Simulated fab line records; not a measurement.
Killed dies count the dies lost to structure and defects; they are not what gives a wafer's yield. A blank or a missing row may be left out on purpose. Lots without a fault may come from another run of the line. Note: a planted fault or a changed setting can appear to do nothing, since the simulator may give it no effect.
fab line records -- flow sky130
record lots=13, wafers=39, last_day=50
route steps=708 shown VT_ADJUST_HVTR@141 GATE_OXIDE@194 PAD_OPEN@708
lots with no fault: from the same line, run without faults
start_h: hours from the record's opening day to when the first of the lot's shown wafers began -- wait_h: hours elapsed since this lot's preceding step -- " identical to the entry in the row above -- L1.1+2: several wafers, shown together as one row -- - no value, or no start given -- * or withheld: withheld -- < > ~ a bound
route shown NAME@n: names a module that has steps shown in the file, with the first one's number in the route -- usual: mean/standard deviation taken from wafers without a fault -- same: alike in all rows -- chamber/n: place in a boat -- sites: per-site readings -- _std_site: the values' standard deviation -- _edge_site: the outer-site mean with the inner-site mean subtracted -- radius_mm: how far each site lies from the wafer's centre -- mask NAME#n: copy n -- behind: the most recent tool/chamber to have shaped the wafer -- hold: why the lot was held/for how many hours/how that ended -- device: the n, p or np transistor that did not switch -- end of line: tests of these same wafers at the route's end -- for a step that has no rows: nothing shown but its recipe -- killed: not the wafer's yield, but the dies lost to structure and defects at the first sort -- map: shows each die of a wafer: x if killed, . if not, _ if none is there
set.NAME: the setting as run; set.NAME@STEP: as run at that earlier step -- model.NAME: the simulator's own value behind a step, which no gauge read
the route's steps for a sample of lots (tables are steps, rows are wafers)
services: a tool's chamber out of use, with start hour (start_h, from the record's first day; less than 0 if before it), hours out, and reason
## steps
# step SKY_VT_ADJUST_HVTR_STRIP_10
# recipe chemistry=O2/N2, power_w=1400, pressure_mtorr=1500, platen_temp_c=withheld, o2_flow_sccm=3000, n2_flow_sccm=300, overash_fraction=0.5
# usual drypump_motor_current_A=5.33/0.16, oes_product_au=0.716/0.0048, strip_time_to_endpoint_s=14.15/0.043
lot.wafer,tool,chamber,start_h,wait_h,drypump_motor_current_A,oes_product_au,rf_hours_counter_h,strip_time_to_endpoint_s
L987.2,plasma_asher-01,1,209.61,0.1,5.31,0.714,50,14.09
L987.3,plasma_asher-01,1,209.61,0.1,5.33,0.717,-,14.17
L987.4,plasma_asher-01,0,209.61,0.1,5.26,0.711,-,14.10
L988.2,plasma_asher-02,1,213.31,0.1,5.38,0.718,52,14.15
L988.4,plasma_asher-02,1,213.31,0.1,5.38,0.723,-,14.10
L988.5,plasma_asher-02,1,213.31,0.1,5.40,0.722,-,14.10
L989.1,plasma_asher-02,0,223.34,0.1,5.70,0.711,54,14.16
L989.2,plasma_asher-02,1,223.34,0.1,5.39,0.721,54,14.17
L989.4,plasma_asher-02,1,223.34,0.1,5.36,0.713,-,14.15
L991.2,plasma_asher-01,1,241.21,0.1,5.32,0.722,53,14.08
L991.3,plasma_asher-01,1,241.21,0.1,5.32,0.716,-,14.14
L991.6,plasma_asher-01,0,241.21,0.1,5.23,0.719,-,14.11
L999.1,plasma_asher-01,0,298.82,0.1,5.27,0.713,63,14.22
L999.3,plasma_asher-01,1,298.82,0.1,5.31,0.704,-,14.23
L999.4,plasma_asher-01,0,298.82,0.1,5.26,0.721,-,14.21
L100.3,plasma_asher-04,1,301.67,0.1,5.19,0.715,-,14.18
L100.5,plasma_asher-04,1,301.67,0.1,5.22,0.721,-,14.16
L100.6,plasma_asher-04,0,301.67,0.1,5.20,0.716,-,14.23
L101.2,plasma_asher-02,1,310.17,0.1,5.38,0.719,60,14.14
L101.3,plasma_asher-02,1,310.17,0.1,5.38,0.718,-,14.17
L101.6,plasma_asher-02,1,310.17,0.1,5.38,0.718,-,14.13
L104.2,plasma_asher-04,0,332.79,0.1,5.23,0.707,44,14.19
L104.3,plasma_asher-04,1,332.79,0.1,5.22,0.720,-,14.20
L104.6,plasma_asher-04,1,332.79,0.1,5.17,0.721,-,14.17
L105.1,plasma_asher-01,0,339.51,0.1,5.25,0.718,68,14.16
L105.4,plasma_asher-01,1,339.51,0.1,5.34,0.711,-,14.09
L105.6,plasma_asher-01,0,339.51,0.1,5.27,0.710,-,14.14
L106.2,plasma_asher-01,1,348.29,0.1,5.31,0.722,69,14.11
L106.4,plasma_asher-01,0,348.29,0.1,5.22,0.712,-,14.11
L106.5,plasma_asher-01,0,348.29,0.1,5.23,0.716,-,14.15
L107.2,plasma_asher-04,1,359.51,0.1,5.15,0.717,47,14.13
L107.5,plasma_asher-04,0,359.51,0.1,5.21,0.711,-,14.13
L107.6,plasma_asher-04,1,359.51,0.1,5.14,0.717,-,14.13
L108.2,plasma_asher-01,0,362.22,0.1,5.26,0.714,70,14.14
L108.4,plasma_asher-01,0,362.22,0.1,5.23,0.717,-,14.17
L108.5,plasma_asher-01,0,362.22,0.1,5.25,0.712,-,14.16
L109.3,plasma_asher-04,1,369.30,0.1,5.18,0.718,-,14.11
L109.4,plasma_asher-04,0,369.30,0.1,5.23,0.714,-,14.11
L109.5,plasma_asher-04,1,369.30,0.1,5.14,0.724,-,14.12
# step SKY_VT_ADJUST_HVTR_TW_MEAS_11
# usual VT_ADJUST_HVTR_TW=211.8/1.4
lot.wafer,tool,chamber,start_h,wait_h,VT_ADJUST_HVTR_TW
L987.2,film_metro-02,-,209.72,0.1,208.9
L987.3,film_metro-02,-,209.72,0.1,208.4
L987.4,film_metro-02,-,209.72,0.1,210.9
L988.2,film_metro-04,-,213.42,0.1,214.4
L988.4,film_metro-04,-,213.42,0.1,212.1
L988.5,film_metro-04,-,213.42,0.1,214.4
L989.1,film_metro-04,-,223.44,0.1,211.7
L989.2,film_metro-04,-,223.44,0.1,212.7
L989.4,film_metro-04,-,223.44,0.1,212.1
L991.2,film_metro-04,-,241.32,0.1,210.7
L991.3,film_metro-04,-,241.32,0.1,213.7
L991.6,film_metro-04,-,241.32,0.1,212.3
L999.1,film_metro-04,-,298.92,0.1,212.5
L999.3,film_metro-04,-,298.92,0.1,213.8
L999.4,film_metro-04,-,298.92,0.1,213.1
L100.3,film_metro-04,-,301.76,0.1,214.3
L100.5,film_metro-04,-,301.76,0.1,211.9
L100.6,film_metro-04,-,301.76,0.1,211.8
L101.2,film_metro-03,-,310.28,0.1,211.2
L101.3,film_metro-03,-,310.28,0.1,211.9
L101.6,film_metro-03,-,310.28,0.1,211.8
L104.2,film_metro-03,-,332.90,0.1,212.5
L104.3,film_metro-03,-,332.90,0.1,212.4
L104.6,film_metro-03,-,332.90,0.1,212.0
L105.1,film_metro-02,-,339.61,0.1,209.0
L105.4,film_metro-02,-,339.61,0.1,210.5
L105.6,film_metro-02,-,339.61,0.1,209.5
L106.2,film_metro-04,-,348.40,0.1,212.5
L106.4,film_metro-04,-,348.40,0.1,212.7
L106.5,film_metro-04,-,348.40,0.1,211.0
L107.2,film_metro-03,-,359.62,0.1,210.0
L107.5,film_metro-03,-,359.62,0.1,212.2
L107.6,film_metro-03,-,359.62,0.1,213.1
L108.2,film_metro-03,-,362.33,0.1,213.5
L108.4,film_metro-03,-,362.33,0.1,211.4
L108.5,film_metro-03,-,362.33,0.1,211.8
L109.3,film_metro-04,-,369.38,0.1,213.4
L109.4,film_metro-04,-,369.38,0.1,212.9
L109.5,film_metro-04,-,369.38,0.1,211.9
# step SKY_GATE_OXIDE_EXPOSE_07
# recipe mask_id=LVOM, na=0.6, source_shape=conventional, sigma_outer=0.6, polarization=unpolarized, target_cd_nm=600, dose_mj=170
lot.wafer,tool,chamber,start_h,wait_h,mask
L987.2+3+4,iline_stepper-02,0,304.98,-,LVOM#0
L988.2+4+5,iline_stepper-02,0,310.60,-,LVOM#0
L989.1+2+4,iline_stepper-02,0,318.73,-,LVOM#0
L991.2+3+6,iline_stepper-01,0,341.45,-,LVOM_R1#0
L999.1+3+4,iline_stepper-01,0,404.81,-,LVOM#0
L100.3+5+6,iline_stepper-01,0,408.14,-,LVOM#0
L101.2+3+6,iline_stepper-02,0,417.15,-,LVOM#0
L104.2+3+6,iline_stepper-01,0,442.46,-,LVOM#0
L105.1+4+6,iline_stepper-01,0,451.81,-,LVOM#0
L106.2+4+5,iline_stepper-02,0,458.15,-,LVOM#0
L107.2+5+6,iline_stepper-01,0,470.53,-,LVOM#0
L108.2+4+5,iline_stepper-02,0,476.15,-,LVOM#0
L109.3+4+5,iline_stepper-01,0,482.29,-,LVOM#0
# step SKY_GATE_OXIDE_TW_MEAS_14
# usual GATE_OXIDE_TW=224.5/1.9
lot.wafer,tool,chamber,start_h,wait_h,GATE_OXIDE_TW
L987.2,film_metro-04,-,318.00,0.1,227.4
L987.3,film_metro-04,-,318.00,0.1,226.0
L987.4,film_metro-04,-,318.00,0.1,226.7
L988.2,film_metro-03,-,324.43,0.1,227.8
L988.4,film_metro-03,-,324.43,0.1,226.3
L988.5,film_metro-03,-,324.43,0.1,226.7
L989.1,film_metro-02,-,332.25,0.1,223.2
L989.2,film_metro-02,-,332.25,0.1,223.8
L989.4,film_metro-02,-,332.25,0.1,223.7
L991.2,film_metro-04,-,355.38,0.1,225.7
L991.3,film_metro-04,-,355.38,0.1,225.3
L991.6,film_metro-04,-,355.38,0.1,226.1
L999.1,film_metro-04,-,420.17,0.1,225.6
L999.3,film_metro-04,-,420.17,0.1,225.7
L999.4,film_metro-04,-,420.17,0.1,225.9
L100.3,film_metro-02,-,422.97,0.1,223.6
L100.5,film_metro-02,-,422.97,0.1,222.8
L100.6,film_metro-02,-,422.97,0.1,223.6
L101.2,film_metro-04,-,432.21,0.1,227.2
L101.3,film_metro-04,-,432.21,0.1,225.8
L101.6,film_metro-04,-,432.21,0.1,226.9
L104.2,film_metro-02,-,458.06,0.1,222.2
L104.3,film_metro-02,-,458.06,0.1,222.2
L104.6,film_metro-02,-,458.06,0.1,222.2
L105.1,film_metro-04,-,467.19,0.1,224.5
L105.4,film_metro-04,-,467.19,0.1,226.4
L105.6,film_metro-04,-,467.19,0.1,225.7
L106.2,film_metro-02,-,473.66,0.1,222.4
L106.4,film_metro-02,-,473.66,0.1,221.8
L106.5,film_metro-02,-,473.66,0.1,221.8
L107.2,film_metro-04,-,485.98,0.1,226.0
L107.5,film_metro-04,-,485.98,0.1,226.3
L107.6,film_metro-04,-,485.98,0.1,227.4
L108.2,film_metro-02,-,492.05,0.1,222.1
L108.4,film_metro-02,-,492.05,0.1,222.2
L108.5,film_metro-02,-,492.05,0.1,223.4
L109.3,film_metro-04,-,497.83,0.1,226.1
L109.4,film_metro-04,-,497.83,0.1,226.4
L109.5,film_metro-04,-,497.83,0.1,226.9
# step SKY_PAD_OPEN_PROBE_99
# usual killed_at_M0_to_M3=45/7.2, killed_at_M4_up=3.0/1.8, killed_at_contacts=25/6.1, killed_at_front_end=14/4.4, killed_at_other=0.2/0.44, killed_dies=88/10, killed_on_rim=17/3.5, killed_open=48/7.4, killed_short=40/6.3
# same gross_dies=492, killed_at_back_side=0
lot.wafer,tool,chamber,start_h,wait_h,hold,killed_at_M0_to_M3,killed_at_M4_up,killed_at_contacts,killed_at_front_end,killed_at_other,killed_dies,killed_on_rim,killed_open,killed_short
L987.2,prober-02,-,1083.19,0.1,-,36,3,35,23,0,97,20,47,50
L987.3,prober-02,-,1083.24,0.2,-,33,3,28,16,0,80,16,43,37
L987.4,prober-02,-,1083.29,0.2,-,58,3,19,19,1,100,23,56,44
L988.2,prober-01,-,1088.37,0.1,-,33,7,25,12,1,78,18,46,32
L988.4,prober-01,-,1088.47,0.2,-,54,5,29,16,0,104,23,61,43
L988.5,prober-01,-,1088.52,0.2,-,53,4,20,19,0,96,12,54,42
L989.1,prober-02,-,1102.78,0.1,-,38,2,34,14,1,89,15,57,32
L989.2,prober-02,-,1102.83,0.1,-,46,4,28,21,0,99,22,49,50
L989.4,prober-02,-,1102.93,0.2,-,45,2,22,11,0,80,13,49,31
L991.2,prober-02,-,1114.71,0.1,await_dispo/2.3h/release,63,3,33,84,0,183,56,49,59
L991.3,prober-02,-,1114.76,0.2,await_dispo/2.3h/release,57,3,24,96,0,180,56,58,39
L991.6,prober-02,-,1114.91,0.2,await_dispo/2.3h/release,44,3,21,102,0,170,65,38,45
L999.1,prober-02,-,1152.81,0.1,-,39,5,34,24,1,103,21,65,38
L999.3,prober-02,-,1152.91,0.2,-,55,0,35,15,1,106,22,60,46
L999.4,prober-02,-,1152.96,0.2,-,51,2,35,10,0,98,17,60,38
L100.3,prober-01,-,1160.33,0.2,-,40,2,18,21,0,81,18,40,41
L100.5,prober-01,-,1160.43,0.2,-,46,3,32,13,0,94,12,50,44
L100.6,prober-01,-,1160.48,0.2,-,43,3,24,8,1,79,19,44,35
L101.2,prober-02,-,1160.95,0.1,-,47,2,28,14,1,92,12,54,38
L101.3,prober-02,-,1161.00,0.2,-,42,0,14,15,1,72,13,37,35
L101.6,prober-02,-,1161.15,0.2,-,52,3,30,7,0,92,18,56,36
L104.2,prober-02,-,1176.98,0.1,-,44,2,20,20,0,86,23,57,29
L104.3,prober-02,-,1177.03,0.2,-,42,4,19,14,0,79,17,47,32
L104.6,prober-02,-,1177.18,0.2,-,41,3,18,9,0,71,10,39,32
L105.1,prober-01,-,1183.23,0.1,-,42,4,19,14,1,80,15,35,45
L105.4,prober-01,-,1183.38,0.2,-,31,2,21,10,0,64,12,38,26
L105.6,prober-01,-,1183.48,0.2,-,32,7,29,23,0,91,18,50,41
L106.2,prober-02,-,1186.23,0.1,-,45,2,19,19,0,85,14,46,39
L106.4,prober-02,-,1186.33,0.2,-,39,3,15,7,0,64,17,41,23
L106.5,prober-02,-,1186.38,0.2,-,42,2,18,9,0,71,13,37,34
L108.2,prober-01,-,1193.23,0.1,-,41,2,25,13,0,81,14,46,35
L108.4,prober-01,-,1193.33,0.2,-,32,2,26,14,1,75,14,36,39
L108.5,prober-01,-,1193.38,0.2,-,57,3,31,13,0,104,14,56,48
L107.2,prober-02,-,1195.64,0.1,-,44,4,25,14,0,87,18,51,36
L107.5,prober-02,-,1195.79,0.2,-,44,6,28,10,1,89,12,56,33
L107.6,prober-02,-,1195.84,0.2,-,37,1,19,18,0,75,12,39,36
L109.3,prober-01,-,1197.66,0.2,-,46,1,26,18,0,91,26,59,32
L109.4,prober-01,-,1197.71,0.2,-,35,4,40,14,0,93,18,54,39
L109.5,prober-01,-,1197.76,0.2,-,40,2,29,9,1,81,13,35,46
# killed by level:class
L987.2 LI_CONTACT:geometric_particle:open=9 CONTACT:geometric_particle:open=9 VIA1:geometric_particle:open=8 FIELD_ISO:geometric_particle:short=7 LOCAL_INTERCONNECT:geometric_particle:short=7 VIA3:geometric_particle:open=6 CONTACT:geometric_particle:short=6 METAL2:geometric_particle:short=6
L987.3 VIA1:geometric_particle:open=10 METAL1:geometric_particle:short=9 CONTACT:geometric_particle:short=8 CONTACT:geometric_particle:open=7 POLY_GATE:geometric_particle:open=6 LI_CONTACT:geometric_particle:open=5 LOCAL_INTERCONNECT:geometric_particle:short=4 FIELD_ISO:geometric_particle:open=3
L987.4 VIA1:geometric_particle:open=14 CONTACT:geometric_particle:open=12 VIA3:geometric_particle:open=8 VIA1:geometric_particle:short=7 VIA3:geometric_particle:short=6 FIELD_ISO:geometric_particle:short=4 FIELD_ISO:geometric_particle:open=4 METAL2:geometric_particle:open=4
L988.2 VIA1:geometric_particle:open=10 CONTACT:geometric_particle:open=8 LOCAL_INTERCONNECT:geometric_particle:short=7 LI_CONTACT:geometric_particle:open=6 METAL2:geometric_particle:short=5 VIA2:geometric_particle:open=4 METAL1:geometric_particle:short=4 METAL4:geometric_particle:short=4
L988.4 VIA1:geometric_particle:open=13 VIA3:geometric_particle:open=9 FIELD_ISO:geometric_particle:short=8 CONTACT:geometric_particle:open=8 LI_CONTACT:geometric_particle:open=8 METAL1:geometric_particle:short=8 VIA2:geometric_particle:open=6 CONTACT:geometric_particle:short=5
L988.5 VIA1:geometric_particle:open=13 VIA3:geometric_particle:open=12 CONTACT:geometric_particle:open=8 FIELD_ISO:geometric_particle:open=7 METAL1:geometric_particle:short=6 VIA1:geometric_particle:short=5 LOCAL_INTERCONNECT:geometric_particle:short=5 METAL2:geometric_particle:short=5
L989.1 CONTACT:geometric_particle:open=17 LI_CONTACT:geometric_particle:open=12 VIA1:geometric_particle:open=6 FIELD_ISO:geometric_particle:open=5 METAL2:geometric_particle:short=5 METAL1:geometric_particle:short=5 VIA3:geometric_particle:short=5 METAL3:geometric_particle:short=5
L989.2 VIA1:geometric_particle:open=9 FIELD_ISO:geometric_particle:open=7 LOCAL_INTERCONNECT:geometric_particle:short=7 CONTACT:geometric_particle:short=7 FIELD_ISO:geometric_particle:short=6 METAL1:geometric_particle:short=6 VIA2:geometric_particle:open=6 VIA3:geometric_particle:open=6
L989.4 VIA1:geometric_particle:open=11 LI_CONTACT:geometric_particle:open=10 VIA1:geometric_particle:short=7 CONTACT:geometric_particle:open=6 METAL1:geometric_particle:short=6 VIA2:geometric_particle:open=5 POLY_GATE:geometric_particle:open=4 METAL2:geometric_particle:short=4
L991.2 GATE_OXIDE:area_expose=75 CONTACT:geometric_particle:open=11 VIA1:geometric_particle:open=10 METAL2:geometric_particle:short=10 VIA2:geometric_particle:short=10 CONTACT:geometric_particle:short=8 VIA3:geometric_particle:open=8 LI_CONTACT:geometric_particle:open=6
L991.3 GATE_OXIDE:area_expose=83 VIA3:geometric_particle:open=13 VIA2:geometric_particle:open=11 LI_CONTACT:geometric_particle:open=10 VIA1:geometric_particle:open=8 METAL2:geometric_particle:short=6 LOCAL_INTERCONNECT:geometric_particle:short=5 CONTACT:geometric_particle:open=5
L991.6 GATE_OXIDE:area_expose=87 VIA1:geometric_particle:open=14 METAL2:geometric_particle:short=8 CONTACT:geometric_particle:open=6 METAL1:geometric_particle:short=6 LOCAL_INTERCONNECT:geometric_particle:short=5 SPACER:geometric_particle:short=4 SPACER:geometric_particle:open=4
L999.1 CONTACT:geometric_particle:open=17 VIA1:geometric_particle:open=9 VIA3:geometric_particle:open=9 FIELD_ISO:geometric_particle:open=7 LI_CONTACT:geometric_particle:open=6 POLY_GATE:geometric_particle:short=5 CONTACT:geometric_particle:short=5 VIA2:geometric_particle:open=5
L999.3 VIA3:geometric_particle:open=12 CONTACT:geometric_particle:open=10 LOCAL_INTERCONNECT:geometric_particle:short=10 VIA2:geometric_particle:open=9 VIA1:geometric_particle:open=9 FIELD_ISO:geometric_particle:open=6 LI_CONTACT:geometric_particle:open=6 CONTACT:geometric_particle:short=5
L999.4 CONTACT:geometric_particle:open=15 LI_CONTACT:geometric_particle:open=10 VIA3:geometric_particle:open=9 METAL1:geometric_particle:short=8 VIA2:geometric_particle:open=8 VIA1:geometric_particle:open=7 FIELD_ISO:geometric_particle:open=5 CONTACT:geometric_particle:short=5
L100.3 METAL1:geometric_particle:short=11 VIA1:geometric_particle:open=10 FIELD_ISO:geometric_particle:open=9 CONTACT:geometric_particle:open=7 VIA3:geometric_particle:open=7 FIELD_ISO:geometric_particle:short=5 CONTACT:geometric_particle:short=5 LI_CONTACT:geometric_particle:short=4
L100.5 CONTACT:geometric_particle:open=13 VIA1:geometric_particle:open=10 VIA3:geometric_particle:open=8 LI_CONTACT:geometric_particle:open=6 CONTACT:geometric_particle:short=6 VIA2:geometric_particle:open=6 LOCAL_INTERCONNECT:geometric_particle:short=5 METAL2:geometric_particle:short=5
L100.6 VIA2:geometric_particle:open=10 VIA1:geometric_particle:open=9 CONTACT:geometric_particle:open=8 LI_CONTACT:geometric_particle:open=5 LOCAL_INTERCONNECT:geometric_particle:short=5 VIA1:geometric_particle:short=5 VIA3:geometric_particle:open=5 FIELD_ISO:geometric_particle:open=4
L101.2 CONTACT:geometric_particle:open=11 VIA1:geometric_particle:open=10 VIA2:geometric_particle:open=10 VIA1:geometric_particle:short=8 CONTACT:geometric_particle:short=7 LI_CONTACT:geometric_particle:open=5 VIA3:geometric_particle:open=5 SPACER:geometric_particle:open=4
L101.3 VIA1:geometric_particle:open=10 VIA3:geometric_particle:open=7 LI_CONTACT:geometric_particle:open=5 VIA1:geometric_particle:short=5 FIELD_ISO:geometric_particle:short=4 FIELD_ISO:geometric_particle:open=4 POLY_GATE:geometric_particle:short=4 LOCAL_INTERCONNECT:geometric_particle:short=4
L101.6 VIA1:geometric_particle:open=16 CONTACT:geometric_particle:open=11 METAL2:geometric_particle:short=7 VIA3:geometric_particle:open=7 CONTACT:geometric_particle:short=6 LI_CONTACT:geometric_particle:open=6 VIA3:geometric_particle:short=5 FIELD_ISO:geometric_particle:open=4
L104.2 VIA2:geometric_particle:open=10 FIELD_ISO:geometric_particle:short=9 CONTACT:geometric_particle:open=9 VIA1:geometric_particle:open=9 VIA3:geometric_particle:open=9 FIELD_ISO:geometric_particle:open=7 LI_CONTACT:geometric_particle:open=6 METAL1:geometric_particle:open=3
L104.3 FIELD_ISO:geometric_particle:short=8 VIA3:geometric_particle:open=8 VIA1:geometric_particle:open=8 VIA2:geometric_particle:open=6 METAL3:geometric_particle:short=5 LI_CONTACT:geometric_particle:open=5 CONTACT:geometric_particle:open=5 METAL1:geometric_particle:short=4
L104.6 VIA1:geometric_particle:open=12 LI_CONTACT:geometric_particle:open=8 METAL2:geometric_particle:short=6 FIELD_ISO:geometric_particle:open=4 METAL3:geometric_particle:short=4 METAL1:geometric_particle:short=3 CONTACT:geometric_particle:short=3 CONTACT:geometric_particle:open=3
L105.1 VIA1:geometric_particle:open=15 LOCAL_INTERCONNECT:geometric_particle:short=6 CONTACT:geometric_particle:open=5 VIA1:geometric_particle:short=5 METAL2:geometric_particle:short=5 FIELD_ISO:geometric_particle:short=4 METAL1:geometric_particle:short=4 METAL3:geometric_particle:short=4
L105.4 VIA1:geometric_particle:open=11 LI_CONTACT:geometric_particle:open=7 CONTACT:geometric_particle:open=7 CONTACT:geometric_particle:short=5 METAL2:geometric_particle:short=5 METAL1:geometric_particle:short=4 VIA3:geometric_particle:open=4 VIA2:geometric_particle:open=4
L105.6 VIA1:geometric_particle:open=13 CONTACT:geometric_particle:open=10 LOCAL_INTERCONNECT:geometric_particle:short=8 FIELD_ISO:geometric_particle:open=5 POLY_GATE:geometric_particle:short=4 POLY_GATE:geometric_particle:open=4 VIA2:geometric_particle:open=4 CONTACT:geometric_particle:short=4
L106.2 VIA1:geometric_particle:open=14 CONTACT:geometric_particle:open=8 VIA2:geometric_particle:open=6 FIELD_ISO:geometric_particle:short=6 POLY_GATE:geometric_particle:short=6 LOCAL_INTERCONNECT:geometric_particle:short=6 VIA1:geometric_particle:short=6 FIELD_ISO:geometric_particle:open=4
L106.4 VIA1:geometric_particle:open=9 VIA2:geometric_particle:open=8 LI_CONTACT:geometric_particle:open=6 VIA3:geometric_particle:open=5 METAL1:geometric_particle:short=4 CONTACT:geometric_particle:open=4 VIA2:geometric_particle:short=4 FIELD_ISO:geometric_particle:short=3
L106.5 VIA1:geometric_particle:open=9 VIA3:geometric_particle:short=6 CONTACT:geometric_particle:open=6 METAL1:geometric_particle:short=6 VIA3:geometric_particle:open=6 CONTACT:geometric_particle:short=5 VIA1:geometric_particle:short=4 LOCAL_INTERCONNECT:geometric_particle:short=3
L108.2 VIA1:geometric_particle:open=11 LI_CONTACT:geometric_particle:open=7 CONTACT:geometric_particle:open=6 CONTACT:geometric_particle:short=6 LOCAL_INTERCONNECT:geometric_particle:short=5 VIA1:geometric_particle:short=5 VIA2:geometric_particle:open=5 FIELD_ISO:geometric_particle:open=4
L108.4 CONTACT:geometric_particle:open=9 FIELD_ISO:geometric_particle:open=6 LOCAL_INTERCONNECT:geometric_particle:short=6 METAL2:geometric_particle:short=6 CONTACT:geometric_particle:short=5 POLY_GATE:geometric_particle:short=4 VIA1:geometric_particle:open=4 VIA1:geometric_particle:short=4
L108.5 CONTACT:geometric_particle:open=13 VIA1:geometric_particle:open=12 VIA3:geometric_particle:open=10 METAL1:geometric_particle:short=9 LOCAL_INTERCONNECT:geometric_particle:short=6 VIA2:geometric_particle:open=6 LI_CONTACT:geometric_particle:open=5 VIA2:geometric_particle:short=5
L107.2 VIA3:geometric_particle:open=12 VIA1:geometric_particle:open=12 CONTACT:geometric_particle:open=9 LOCAL_INTERCONNECT:geometric_particle:short=5 CONTACT:geometric_particle:short=5 FIELD_ISO:geometric_particle:open=4 POLY_GATE:geometric_particle:open=4 VIA1:geometric_particle:short=4
L107.5 CONTACT:geometric_particle:open=15 VIA1:geometric_particle:open=13 VIA3:geometric_particle:open=9 METAL2:geometric_particle:short=7 METAL4:geometric_particle:short=5 LOCAL_INTERCONNECT:geometric_particle:short=5 LI_CONTACT:geometric_particle:open=4 VIA2:geometric_particle:open=4
L107.6 VIA1:geometric_particle:short=7 VIA1:geometric_particle:open=7 FIELD_ISO:geometric_particle:open=6 VIA3:geometric_particle:open=6 CONTACT:geometric_particle:open=6 CONTACT:geometric_particle:short=5 LI_CONTACT:geometric_particle:open=4 METAL2:geometric_particle:short=4
L109.3 VIA1:geometric_particle:open=15 LI_CONTACT:geometric_particle:open=9 CONTACT:geometric_particle:open=9 FIELD_ISO:geometric_particle:open=7 METAL2:geometric_particle:short=5 POLY_GATE:geometric_particle:short=4 LOCAL_INTERCONNECT:geometric_particle:short=4 CONTACT:geometric_particle:short=4
L109.4 CONTACT:geometric_particle:open=16 VIA1:geometric_particle:open=9 LOCAL_INTERCONNECT:geometric_particle:short=8 LI_CONTACT:geometric_particle:open=7 CONTACT:geometric_particle:short=6 VIA3:geometric_particle:open=6 FIELD_ISO:geometric_particle:short=5 VIA1:geometric_particle:short=5
L109.5 CONTACT:geometric_particle:open=8 VIA1:geometric_particle:open=8 VIA1:geometric_particle:short=7 LI_CONTACT:geometric_particle:open=6 LOCAL_INTERCONNECT:geometric_particle:short=6 CONTACT:geometric_particle:short=6 METAL3:geometric_particle:short=5 VIA3:geometric_particle:open=5
## services
tool,chamber,start_h,hours,kind
plasma_asher-04,-,188.74,1.6,repair
plasma_asher-04,-,190.64,88.7,repair
plasma_asher-01,-,229.43,7.7,repair
iline_stepper-02,-,239.86,2.1,pm
iline_stepper-02,-,241.95,-,consumable_replace:lamp
iline_stepper-01,-,242.95,1.7,pm
plasma_asher-02,-,251.70,52.3,pm
iline_stepper-01,-,261.67,15.9,repair
iline_stepper-01,-,291.93,4.4,pm
iline_stepper-01,-,301.57,3.4,repair
plasma_asher-01,-,307.79,2.8,repair
plasma_asher-02,-,326.09,23.3,repair
iline_stepper-02,-,331.40,1.7,pm
iline_stepper-02,-,372.98,28.9,pm
plasma_asher-04,-,381.06,14.6,pm
plasma_asher-01,-,396.84,1.6,repair
plasma_asher-04,-,401.93,1.6,repair
plasma_asher-01,-,421.25,9.0,pm
plasma_asher-01,0,421.25,9.0,vent_cycle
plasma_asher-01,1,421.25,9.0,vent_cycle
plasma_asher-01,-,422.78,0.4,repair
plasma_asher-01,0,430.25,-,clean
plasma_asher-01,-,453.05,14.6,pm
iline_stepper-01,-,461.13,1.7,pm
## key
first_sign step=SKY_GATE_OXIDE_EXPOSE_07, reading=mask, direction=changed
effect step=SKY_PAD_OPEN_PROBE_99, reading=killed_at_front_end, direction=up, sigmas=18, usual=14, struck=94
more_kills_born_at SKY_GATE_OXIDE_EXPOSE_07@iline_stepper-01=245
met_at SKY_GATE_OXIDE_EXPOSE_07
struck_lots L991
tester_left_out L991
not_acting_at SKY_VT_ADJUST_HVTR_STRIP_10,SKY_VT_ADJUST_HVTR_TW_MEAS_11,SKY_GATE_OXIDE_TW_MEAS_14
fault kind=wrong_mask, tool=any, chamber=-, onset_h=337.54, steps=SKY_GATE_OXIDE_EXPOSE_07, aux_copy=LVOM_R1#0, cd_offset_nm=90, scope=struck_lots_only
# tester_left_out: of these lots the tester's yield and bins aren't shown, on N5 and GAA mostly nor the transistor test; their killed dies are dies lost to structure and defects alone, not to doping, threshold or leakage, so they don't give the yield
